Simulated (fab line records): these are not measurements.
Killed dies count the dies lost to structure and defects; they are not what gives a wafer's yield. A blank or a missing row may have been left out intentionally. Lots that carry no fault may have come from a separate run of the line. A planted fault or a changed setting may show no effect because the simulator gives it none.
Which tool is to blame? ; flow sky130 ; 13 lots, 39 wafers sampled, at 3 steps of a route of 708

== WHAT THE GAUGES SHOWED, per wafer ==
SKY_NWELL_OVL_MEAS_10. Usual: for NWELL_00_OVL the level is -0.9 nm and the standard deviation is 1.4.
lot;measured;on;NWELL_00_OVL (nm);flag
L999;day 5 09:08;overlay-01;-1.3 -2.1 -1.4;
L100;day 5 14:23;overlay-02;-2.3 -1.4 -2.8;
L101;day 5 19:34;overlay-01;-0.4 -0.7 0.3;
L102;day 6 00:59;overlay-02;0.1 1.4 1.1;
L103;day 6 07:49;overlay-01;-1.0 -0.4 -0.6;
L104;day 6 14:19;overlay-02;-1.2 -1.0 -0.7;
L111;day 8 05:19;overlay-01;1.1 1.5 1.1;
L112;day 8 10:49;overlay-01;-1.6 -1.5 0.6;
L113;day 8 16:28;overlay-02;-3.9 -3.2 -3.0;
L114;day 8 22:16;overlay-02;1.3 0.1 -1.2;
L115;day 9 03:10;overlay-02;-2.3 -1.2 -1.1;
L116;day 9 11:10;overlay-01;0.1 2.7 0.9;
L119;day 10 07:47;overlay-02;-2.5 -0.9 -3.2;

SKY_VT_ADJUST_LVTN_OVL_MEAS_07. Usual: for VT_ADJUST_LVTN_OVL the level is -0.3 nm and the standard deviation is 1.6.
lot;measured;on;VT_ADJUST_LVTN_OVL (nm);flag
L999;day 7 18:47;overlay-01;-0.5 -1.2 -1.9;
L100;day 8 00:50;overlay-02;0.1 -1.9 1.5;
L101;day 8 07:32;overlay-02;-1.8 -2.3 -1.0;
L102;day 8 13:52;overlay-02;0.5 -0.5 0.8;
L103;day 8 19:16;overlay-02;-1.2 1.4 -0.6;
L104;day 9 03:55;overlay-01;0.4 0.4 -1.6;
L111;day 11 00:41;overlay-02;1.0 0.4 0.3;
L112;day 11 05:40;overlay-01;-2.1 -0.4 -0.6;
L113;day 11 12:41;overlay-01;3.8 3.6 1.3;
L114;day 11 18:50;overlay-01;-1.1 -1.6 0.4;
L115;day 11 23:31;overlay-02;-1.3 -1.2 -1.0;
L116;day 12 07:58;overlay-02;-2.5 -2.5 -1.9;
L119;day 13 08:05;overlay-02;-1.6 -3.8 -1.6;

SKY_VT_ADJUST_LVTN_OVL_MEAS_18. Usual: for VT_ADJUST_LVTN_01_OVL the level is -0.1 nm and the standard deviation is 1.4.
lot;measured;on;VT_ADJUST_LVTN_01_OVL (nm);flag
L999;day 8 15:26;overlay-02;1.7 0.8 0.3;
L100;day 8 21:20;overlay-02;1.3 1.7 2.0;
L101;day 9 04:32;overlay-01;-0.4 -1.2 -0.9;
L102;day 9 10:49;overlay-02;-0.9 1.8 0.6;
L103;day 9 16:25;overlay-02;3.4 1.2 1.3;
L104;day 10 01:55;overlay-01;-1.2 0.4 -1.2;
L111;day 12 00:07;overlay-02;-1.7 -0.6 -0.7;
L112;day 12 05:53;overlay-02;0.5 1.5 -1.2;
L113;day 12 13:08;overlay-02;0.1 0.6 -1.2;
L114;day 12 18:05;overlay-02;-0.7 -0.4 0.9;
L115;day 12 23:07;overlay-02;0.3 -0.6 -0.3;
L116;day 13 08:11;overlay-02;-0.5 -2.9 -1.9;
L119;day 14 09:53;overlay-01;0.1 1.5 0.3;

== WHAT TOOL EACH LOT RAN ON (gives the tool, then ch and the chambers of the sampled wafers, and finally the start) ==
No process step before these readings appears in the record.

== WHAT THE TOOLS THEMSELVES READ (means of the sampled wafers that have a number; where no wafer has one, the mark that the record gives instead) ==
The record holds no such reading with a usual standard deviation.

== THE ANSWER, worked out from the rows above alone ==
Rule: a lot is off if the mean of its wafers that have a number lies more than 3 standard deviations from the usual mean. Also off: a lot with no number at a reading for which 4 or more lots have one. The other lots that the step has rows for count as sound. The gauges are gone through in route order, then the tools' own readings, and for those a lot's mean is taken as printed above. The first step at which some lot is off is used, and at that step the reading that is off furthest; a lot without a number counts as furthest.
Nothing can be told from this: no lot is off at any reading shown.

== WHAT THE SIMULATOR HAD INSERTED ==
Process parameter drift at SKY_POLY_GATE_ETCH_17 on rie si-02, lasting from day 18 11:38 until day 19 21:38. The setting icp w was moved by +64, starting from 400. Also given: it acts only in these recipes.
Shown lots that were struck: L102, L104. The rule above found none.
